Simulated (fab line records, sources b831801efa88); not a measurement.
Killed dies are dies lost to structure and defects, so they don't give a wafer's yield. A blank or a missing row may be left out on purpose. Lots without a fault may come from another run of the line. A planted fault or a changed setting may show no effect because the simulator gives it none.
fab line records | flow sky130
record lots=6 wafers=18 last_day=51
route steps=708 shown LDD_HVP@287 LDD_LDN@289 PAD_OPEN@708
lots that met no fault: from a run of the same line without faults
start_h: hours from the record's first day to the start of the lot's first wafer shown | wait_h: hours since the lot's step before | " the same as in the row above | L1.1+2: a row that stands for several wafers | - no value, or no start given | * or withheld: withheld | < > ~ a bound
route shown NAME@n: a module of which the file shows steps, and the number in the route of the first | usual: mean/standard deviation of fault-free wafers | same: alike in all rows | chamber/n: place in a boat | sites: the reading at each site | _std_site: their standard deviation | _edge_site: outer sites' mean less inner sites' | radius_mm: how far each site lies from the wafer's centre | mask NAME#n: copy n | behind: the tool/chamber that last shaped the wafer | hold: why the lot was held/for how many hours/how that ended | device: the transistor (n, p or np) that didn't switch | end of line: the same wafers' tests at the end of the route | a step without rows: its recipe alone | killed: dies lost to structure and defects at the first sort, not the wafer's yield | map: a wafer's dies, x killed, . not, _ none there
set.NAME: the setting as run; set.NAME@STEP: as run at that earlier step | model.NAME: the simulator's own value behind a step, which no gauge read
lots at some steps of the route; a table a step, a row a wafer
services: from which hour (start_h, from the record's first day; less than 0 if before it) a tool's chamber was out of use, for how many hours, and why
## steps
# step SKY_LDD_HVP_STRIP_09
# recipe chemistry=O2/N2 power_w=1400 pressure_mtorr=1500 platen_temp_c=withheld o2_flow_sccm=3000 n2_flow_sccm=300 overash_fraction=0.5
# usual drypump_motor_current_A=5.9/0.35 oes_product_au=0.408/0.0041 strip_time_to_endpoint_s=4.137/0.014
# same overash_fraction=0.5
# columns lot.wafer tool chamber start_h wait_h drypump_motor_current_A oes_product_au rf_hours_counter_h strip_time_to_endpoint_s
L926.2 plasma_asher-03 1 525.76 0.1 5.6 0.405 72 4.156
L926.4 " 0 " " 6.3 0.406 - 4.145
L926.6 " 1 " " 5.6 0.417 - 4.174
L930.2 plasma_asher-04 0 562.79 0.1 5.9 0.408 89 4.126
L930.3 " 0 " " 5.9 0.401 - 4.122
L930.6 " 1 " " 5.3 0.412 - 4.124
L932.1 plasma_asher-03 0 587.39 0.1 6.3 0.406 78 4.144
L932.3 " 1 " " 5.6 0.412 - 4.118
L932.4 " 0 " " 6.3 0.402 - 4.126
L939.2 plasma_asher-02 1 641.94 0.1 6.2 0.405 52 4.113
L939.4 " 0 " " 6.1 0.404 - 4.108
L939.5 " 1 " " 6.2 0.412 - 4.121
L944.3 plasma_asher-04 0 676.09 0.1 5.9 0.415 - 4.130
L944.4 " 1 " " 5.3 0.404 - 4.160
L944.6 " 0 " " 5.9 0.408 - 4.132
L945.1 plasma_asher-04 0 711.99 0.1 5.9 0.408 103 4.139
L945.4 " 1 " " 5.3 0.407 - 4.125
L945.6 " 1 " " 5.3 0.404 - 4.117
# step SKY_LDD_HVP_TW_MEAS_10
# usual LDD_HVP_TW=461.3/2.3
# columns lot.wafer tool chamber start_h wait_h LDD_HVP_TW
L926.2 film_metro-01 - 525.87 0.1 462.1
L926.4 " - " " 461.6
L926.6 " - " " 462.0
L930.2 film_metro-04 - 562.90 0.1 463.2
L930.3 " - " " 464.5
L930.6 " - " " 461.2
L932.1 film_metro-03 - 587.49 0.1 466.6
L932.3 " - " " 463.8
L932.4 " - " " 464.0
L939.2 film_metro-01 - 642.05 0.1 456.5
L939.4 " - " " 459.2
L939.5 " - " " 460.4
L944.3 film_metro-04 - 676.18 0.1 462.3
L944.4 " - " " 463.2
L944.6 " - " " 462.7
L945.1 film_metro-01 - 712.09 0.1 459.9
L945.4 " - " " 462.1
L945.6 " - " " 461.7
# step SKY_LDD_LDN_DEHYDRATE_00
# recipe temp_c=200 time_s=60
# step SKY_LDD_LDN_HMDS_01
# recipe prime_time_s=60 prime_temp_c=120
# step SKY_LDD_LDN_COAT_02
# recipe resist=NOVOLAK spin_rpm=3000 resist_thk_nm=1154
# step SKY_LDD_LDN_SOFTBAKE_03
# recipe temp_c=90 time_s=60 resist=NOVOLAK
# step SKY_LDD_LDN_EXPOSE_04
# recipe mask_id=LDNTM na=0.6 source_shape=conventional sigma_outer=0.6 polarization=unpolarized target_cd_nm=700 dose_mj=140
# step SKY_LDD_LDN_PEB_05
# recipe temp_c=withheld time_s=* resist=NOVOLAK
# step SKY_LDD_LDN_DEVELOP_06
# recipe resist=NOVOLAK developer=TMAH develop_time_s=60 dev_temp_c=23
# step SKY_LDD_LDN_OVL_MEAS_07
# usual LDD_LDN_OVL=0.3/1.3
# columns lot.wafer tool chamber start_h wait_h LDD_LDN_OVL[nm]
L926.2 overlay-01 - 554.96 0.1 1.1
L926.4 " - " " -1.2
L926.6 " - " " -1.4
L930.2 overlay-02 - 592.06 0.1 3.4
L930.3 " - " " 3.2
L930.6 " - " " 2.1
L932.1 overlay-02 - 616.00 0.1 -0.4
L932.3 " - " " -1.6
L932.4 " - " " 0.5
L939.2 overlay-01 - 670.66 0.1 0.7
L939.4 " - " " -1.7
L939.5 " - " " -1.3
L944.3 overlay-01 - 703.25 0.1 -0.9
L944.4 " - " " 0.9
L944.6 " - " " -3.0
L945.1 overlay-02 - 739.70 0.1 1.2
L945.4 " - " " -0.1
L945.6 " - " " 3.8
# step SKY_LDD_LDN_IMPLANT_08
# recipe species=As energy_kev=15 dose_cm2=1.25e+13 tilt_deg=withheld rotation_deg=23
# step SKY_LDD_LDN_IMPLANT_09
# recipe species=As energy_kev=15 dose_cm2=1.236e+13 tilt_deg=withheld rotation_deg=113
# step SKY_LDD_LDN_IMPLANT_10
# recipe species=As energy_kev=15 dose_cm2=1.25e+13 tilt_deg=withheld rotation_deg=203
# columns lot.wafer tool chamber start_h wait_h
L926.2+4+6 implanter-04 0 555.32 0.1
L930.2+3+6 implanter-04 0 592.42 0.1
L932.1+3+4 implanter-03 0 616.34 0.1
L939.2+4+5 implanter-04 0 671.02 0.1
L939.2+4+5 implanter-04 0 671.33 0.3
L944.3+4+6 implanter-01 0 703.62 0.1
L944.3+4+6 implanter-01 0 703.94 0.3
L945.1+4+6 implanter-03 0 740.04 0.1
# step SKY_LDD_LDN_IMPLANT_11
# recipe species=As energy_kev=15 dose_cm2=1.25e+13 tilt_deg=withheld rotation_deg=293
# step SKY_LDD_LDN_STRIP_12
# recipe chemistry=O2/N2 power_w=1400 pressure_mtorr=1500 platen_temp_c=withheld o2_flow_sccm=3000 n2_flow_sccm=300 overash_fraction=0.5
# usual drypump_motor_current_A=6.04/0.29 oes_product_au=0.715/0.0047 strip_time_to_endpoint_s=14.32/0.034
# same overash_fraction=0.5
# columns lot.wafer tool chamber start_h wait_h drypump_motor_current_A oes_product_au rf_hours_counter_h strip_time_to_endpoint_s
L926.2 plasma_asher-01 1 555.59 0.1 6.25 0.720 13 14.36
L926.4 " 1 " " 6.25 0.721 - 14.33
L926.6 " 1 " " 6.24 0.718 - 14.38
L930.2 plasma_asher-03 0 592.69 0.1 6.32 0.709 78 14.29
L930.3 " 1 " " 5.63 0.719 - 14.29
L930.6 " 1 " " 5.59 0.714 - 14.26
L932.1 plasma_asher-01 1 616.64 0.1 6.27 0.707 19 14.28
L932.3 " 0 " " 5.55 0.712 - 14.29
L932.4 " 1 " " 6.27 0.722 - 14.28
L939.2 plasma_asher-02 1 671.61 0.1 6.23 0.710 55 14.31
L939.4 " 0 " " 6.08 0.719 - 14.27
L939.5 " 1 " " 6.23 0.727 - 14.28
L944.3 plasma_asher-03 1 704.22 0.1 5.60 0.706 - 14.33
L944.4 " 0 " " 6.34 0.718 - 14.26
L944.6 " 0 " " 6.33 0.715 - 14.34
L945.1 plasma_asher-02 1 740.34 0.1 6.23 0.714 62 14.28
L945.4 " 1 " " 6.24 0.717 - 14.26
L945.6 " 0 " " 6.09 0.713 - 14.28
# step SKY_LDD_LDN_TW_MEAS_13
# usual LDD_LDN_TW=1491/9.4
# columns lot.wafer tool chamber start_h wait_h LDD_LDN_TW
L926.2 film_metro-02 - 555.70 0.1 1480
L926.4 " - " " 1478
L926.6 " - " " 1476
L930.2 film_metro-01 - 592.80 0.1 1480
L930.3 " - " " 1474
L930.6 " - " " 1482
L932.1 film_metro-04 - 616.74 0.1 1501
L932.3 " - " " 1498
L932.4 " - " " 1509
L939.2 film_metro-01 - 671.72 0.1 1585
L939.4 " - " " 1595
L939.5 " - " " 1590
L944.3 film_metro-04 - 704.31 0.1 1603
L944.4 " - " " 1598
L944.6 " - " " 1603
L945.1 film_metro-02 - 740.44 0.1 1485
L945.4 " - " " 1484
L945.6 " - " " 1475
# step SKY_LDD_LDN_CLEAN_14
# recipe chemistry=SC1/SC2 mix=1:4:20 temp_c=70 time_s=150 dry=n2_spin
# step SKY_PAD_OPEN_PROBE_99
# usual killed_at_M0_to_M3=43/6.4 killed_at_M4_up=3.2/1.8 killed_at_contacts=25/5.8 killed_at_front_end=16/4.1 killed_at_other=0.2/0.47 killed_dies=88/9.9 killed_open=47/7.3 killed_short=40/7.1
# same gross_dies=492 killed_at_back_side=0
# columns lot.wafer tool chamber start_h wait_h killed_at_M0_to_M3 killed_at_M4_up killed_at_contacts killed_at_front_end killed_at_other killed_dies killed_open killed_short model.etest.tip_sonos.rs_ohm_sq
L926.2 prober-01 - 1091.96 0.1 47 4 24 15 0 90 50 40 2672
L926.4 prober-01 - 1092.06 0.2 54 2 24 26 1 107 60 47 2730
L926.6 prober-01 - 1092.16 0.2 48 4 18 11 0 81 47 34 2676
L930.2 prober-01 - 1123.56 0.1 35 5 15 15 1 71 39 32 2706
L930.3 prober-01 - 1123.61 0.2 52 1 31 27 1 112 66 46 2635
L930.6 prober-01 - 1123.76 0.2 32 4 31 15 1 83 50 33 2696
L932.1 prober-01 - 1133.88 0.1 46 6 27 17 0 96 51 44 2676
L932.3 prober-01 - 1133.98 0.2 36 3 21 9 1 70 33 36 2632
L932.4 prober-01 - 1134.03 0.2 44 0 34 9 0 87 50 37 2659
L939.2 prober-02 - 1174.03 0.1 45 0 25 16 0 86 48 35 2287
L939.4 prober-02 - 1174.13 0.2 41 2 33 23 0 99 56 43 2301
L939.5 prober-02 - 1174.18 0.2 37 6 26 20 0 89 51 38 2352
L944.3 prober-01 - 1191.32 0.2 39 3 26 10 0 78 45 33 2313
L944.4 prober-01 - 1191.37 0.2 44 4 31 10 0 89 59 30 2305
L944.6 prober-01 - 1191.47 0.2 47 4 31 16 0 98 53 45 2361
L945.1 prober-02 - 1214.47 0.1 54 8 25 14 0 101 55 46 2520
L945.4 prober-02 - 1214.62 0.2 47 6 32 12 0 97 48 49 2473
L945.6 prober-02 - 1214.72 0.2 43 4 25 19 0 91 39 52 2556
# killed by level:class
L926.2 VIA2:geometric_particle:open=11 CONTACT:geometric_particle:open=10 VIA3:geometric_particle:open=9 METAL2:geometric_particle:short=8 VIA1:geometric_particle:open=6 LI_CONTACT:geometric_particle:short=5 FIELD_ISO:geometric_particle:short=4 LI_CONTACT:geometric_particle:open=4
L926.4 VIA1:geometric_particle:open=11 VIA3:geometric_particle:open=10 CONTACT:geometric_particle:open=9 POLY_GATE:geometric_particle:short=8 METAL1:geometric_particle:short=8 FIELD_ISO:geometric_particle:open=7 LI_CONTACT:geometric_particle:open=6 VIA3:geometric_particle:short=6
L926.6 VIA1:geometric_particle:open=10 LI_CONTACT:geometric_particle:open=8 VIA3:geometric_particle:open=8 METAL1:geometric_particle:short=7 METAL2:geometric_particle:short=7 CONTACT:geometric_particle:open=6 POLY_CUT:geometric_particle:open=4 POLY_GATE:geometric_particle:open=3
L930.2 VIA1:geometric_particle:open=10 CONTACT:geometric_particle:open=7 METAL1:geometric_particle:short=7 VIA3:geometric_particle:open=6 FIELD_ISO:geometric_particle:open=5 METAL4:geometric_particle:short=5 CONTACT:geometric_particle:short=4 VIA2:geometric_particle:open=4
L930.3 VIA1:geometric_particle:open=19 CONTACT:geometric_particle:open=9 LI_CONTACT:geometric_particle:open=9 VIA2:geometric_particle:open=8 CONTACT:geometric_particle:short=6 METAL2:geometric_particle:short=6 FIELD_ISO:geometric_particle:open=5 FIELD_ISO:geometric_particle:short=5
L930.6 CONTACT:geometric_particle:open=11 VIA1:geometric_particle:open=11 LI_CONTACT:geometric_particle:open=8 CONTACT:geometric_particle:short=6 FIELD_ISO:geometric_particle:open=5 VIA2:geometric_particle:open=5 VIA3:geometric_particle:open=4 POLY_GATE:geometric_particle:short=3
L932.1 VIA1:geometric_particle:open=15 LI_CONTACT:geometric_particle:open=9 CONTACT:geometric_particle:open=9 METAL2:geometric_particle:short=8 METAL1:geometric_particle:short=6 VIA1:geometric_particle:short=5 FIELD_ISO:geometric_particle:open=4 FIELD_ISO:geometric_particle:short=4
L932.3 CONTACT:geometric_particle:open=8 VIA1:geometric_particle:short=7 METAL1:geometric_particle:short=6 VIA1:geometric_particle:open=6 CONTACT:geometric_particle:short=5 VIA2:geometric_particle:open=5 LI_CONTACT:geometric_particle:open=4 FIELD_ISO:geometric_particle:short=3
L932.4 VIA1:geometric_particle:open=14 CONTACT:geometric_particle:open=11 CONTACT:geometric_particle:short=7 LOCAL_INTERCONNECT:geometric_particle:short=6 VIA2:geometric_particle:open=6 VIA3:geometric_particle:open=6 LI_CONTACT:geometric_particle:open=5 METAL1:geometric_particle:short=5
L939.2 CONTACT:geometric_particle:open=13 VIA1:geometric_particle:open=11 POLY_GATE:geometric_particle:open=5 METAL1:geometric_particle:short=5 LI_CONTACT:geometric_particle:open=5 VIA1:geometric_particle:short=5 VIA2:geometric_particle:open=5 VIA2:geometric_particle:short=5
L939.4 VIA1:geometric_particle:open=16 CONTACT:geometric_particle:open=12 LI_CONTACT:geometric_particle:open=8 VIA1:geometric_particle:short=6 CONTACT:geometric_particle:short=5 METAL1:geometric_particle:short=5 VIA3:geometric_particle:open=5 FIELD_ISO:geometric_particle:short=4
L939.5 VIA1:geometric_particle:open=12 CONTACT:geometric_particle:open=10 LI_CONTACT:geometric_particle:open=9 FIELD_ISO:geometric_particle:short=8 METAL1:geometric_particle:short=5 VIA3:geometric_particle:open=5 METAL4:geometric_particle:short=5 VIA2:geometric_particle:open=4
L944.3 LI_CONTACT:geometric_particle:open=11 CONTACT:geometric_particle:open=9 METAL1:geometric_particle:short=6 METAL2:geometric_particle:short=6 VIA3:geometric_particle:open=6 VIA1:geometric_particle:open=5 VIA2:geometric_particle:open=5 VIA1:geometric_particle:short=4
L944.4 CONTACT:geometric_particle:open=15 VIA2:geometric_particle:open=12 LI_CONTACT:geometric_particle:open=8 VIA3:geometric_particle:open=7 VIA1:geometric_particle:open=6 LOCAL_INTERCONNECT:geometric_particle:short=4 METAL1:geometric_particle:short=4 METAL2:geometric_particle:short=4
L944.6 VIA2:geometric_particle:open=12 LOCAL_INTERCONNECT:geometric_particle:short=9 CONTACT:geometric_particle:open=9 LI_CONTACT:geometric_particle:open=7 VIA1:geometric_particle:open=7 VIA1:geometric_particle:short=6 METAL3:geometric_particle:short=6 VIA3:geometric_particle:open=5
L945.1 VIA1:geometric_particle:open=14 CONTACT:geometric_particle:open=9 CONTACT:geometric_particle:short=6 METAL1:geometric_particle:short=6 VIA2:geometric_particle:open=6 VIA3:geometric_particle:open=5 VIA1:geometric_particle:short=5 VIA3:geometric_particle:short=5
L945.4 VIA1:geometric_particle:open=10 LI_CONTACT:geometric_particle:open=9 VIA2:geometric_particle:open=7 CONTACT:geometric_particle:open=7 CONTACT:geometric_particle:short=7 VIA1:geometric_particle:short=7 VIA3:geometric_particle:open=7 LI_CONTACT:geometric_particle:short=6
L945.6 VIA1:geometric_particle:open=11 VIA1:geometric_particle:short=9 LI_CONTACT:geometric_particle:open=9 METAL1:geometric_particle:short=8 FIELD_ISO:geometric_particle:short=7 POLY_GATE:geometric_particle:short=6 LOCAL_INTERCONNECT:geometric_particle:short=5 CONTACT:geometric_particle:open=5
## services
# columns tool chamber start_h hours kind
implanter-01 - 518.75 14.1 repair
implanter-04 - 530.94 14.1 pm
implanter-03 - 537.88 3.1 pm
plasma_asher-04 - 541.65 1.7 repair
implanter-01 - 575.00 2.8 repair
implanter-04 - 578.27 4.6 repair
implanter-04 - 578.28 5.1 repair
implanter-03 - 591.42 2.3 repair
plasma_asher-04 - 619.48 2.8 pm
implanter-01 - 619.66 4.2 pm
implanter-01 - 645.82 2.8 pm
implanter-03 - 660.38 0.5 repair
implanter-03 - 677.86 4.6 repair
implanter-03 - 680.72 6.2 repair
plasma_asher-03 - 695.32 1.9 repair
implanter-03 - 725.66 4.6 repair
plasma_asher-04 - 733.75 9.0 pm
plasma_asher-04 0 733.75 9.0 vent_cycle
plasma_asher-04 1 733.75 9.0 vent_cycle
## key
first_sign step=SKY_LDD_LDN_IMPLANT_10 reading=visit direction=added
effect step=SKY_LDD_LDN_TW_MEAS_13 reading=LDD_LDN_TW direction=up sigmas=11 usual=1491 struck=1596
model_effect step=SKY_PAD_OPEN_PROBE_99 value=etest.tip_sonos.rs_ohm_sq without=2643 struck=2320
met_at SKY_LDD_LDN_IMPLANT_10
struck_wafers L939.2,L939.4,L939.5,L944.3,L944.4,L944.6
tester_left_out L939,L944
fault kind=repeated_step_whole tool=implanter-01,implanter-03,implanter-04 chamber=- onset_h=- steps=SKY_LDD_LDN_IMPLANT_10 times=1 scope=struck_lots_only
# tester_left_out: of these lots the tester's yield and bins aren't shown, on N5 and GAA mostly nor the transistor test; their killed dies are dies lost to structure and defects alone, not to doping, threshold or leakage, so they don't give the yield
